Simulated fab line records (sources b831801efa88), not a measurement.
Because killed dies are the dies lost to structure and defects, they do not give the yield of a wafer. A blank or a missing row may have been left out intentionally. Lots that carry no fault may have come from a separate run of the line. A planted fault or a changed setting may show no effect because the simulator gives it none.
A single fault, viewed from 2 desks    flow sky130    each desk has only its own numbers; what lay behind them comes last

## DESK OF THE TOOL OWNER: implanter-02
SKY_VT_ADJUST_NCORE_IMPLANT_09, tool's own readings: per-lot mean of the sampled wafers with a number, covering each lot this tool ran. A lot is out of limits, marked OUT, if its mean lies more than 4 standard deviations from the usual mean; the brackets give that distance.
Columns: A = beam energy keV at SKY_VT_ADJUST_NCORE_IMPLANT_09, usual 9.9997; B = beam on s at SKY_VT_ADJUST_NCORE_IMPLANT_09, usual 9.99 s; C = dose ions cm2 at SKY_VT_ADJUST_NCORE_IMPLANT_09, usual 2.3997e+12
lot   first seen here  A                 B     C
L434  day 11 10:35     9.9996            9.97  2.3992e+12
L435  day 12 00:23     9.7512 (-89) OUT  9.85  2.3992e+12
L438  day 12 15:26     9.7490 (-90) OUT  9.96  2.3986e+12
Finding of this desk: L435, L438 out of limits; the first was L435 at day 12 00:23, on beam energy keV at SKY_VT_ADJUST_NCORE_IMPLANT_09. Within limits: L434.

## AT THE METROLOGY DESK
What the gauges read, lot by lot, whatever tool the lot ran on: means of the sampled wafers that have a number. A lot is out of limits, marked OUT, if its mean lies more than 4 standard deviations from the usual mean; the brackets give that distance.
Columns: A = VT_ADJUST_LVTN_2_TW at SKY_VT_ADJUST_LVTN_TW_MEAS_21, usual 187.6; B = cd nm at SKY_VT_ADJUST_NCORE_CD_MEAS_07, usual 379.8 nm; C = VT_ADJUST_NCORE_OVL at SKY_VT_ADJUST_NCORE_OVL_MEAS_08, usual -0.2 nm
lot   first seen here  A      B      C
L434  day 10 10:58     185.9  381.7  -1.0
L435  day 11 01:05     186.6  383.4  -0.8
L438  day 11 15:38     187.1  380.8  0.6
L439  day 11 16:58     186.2  379.4  0.8
L442  day 12 19:47     187.8  382.9  1.4
L448  day 14 06:22     189.4  375.3  0.6
This desk's finding: nothing out of limits on any of the 6 lots.

## PUT TOGETHER
The tool owner's desk could have raised an alarm at day 12 00:23, on L435, L438.
Metrology desk: nothing out of limits seen.
The metrology desk has L435, L438 on record, within its limits.
All the named lots went through SKY_VT_ADJUST_NCORE_IMPLANT_09 on implanter-02.

## WHAT THE SIMULATOR HAD INSERTED
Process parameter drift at SKY_VT_ADJUST_NCORE_IMPLANT_09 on implanter-02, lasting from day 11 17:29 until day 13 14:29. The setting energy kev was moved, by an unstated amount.
Lots struck among those shown: L435, L438.
How many hours passed from the start of the fault until each desk's first out-of-limits reading: the tool owner's desk, 7.
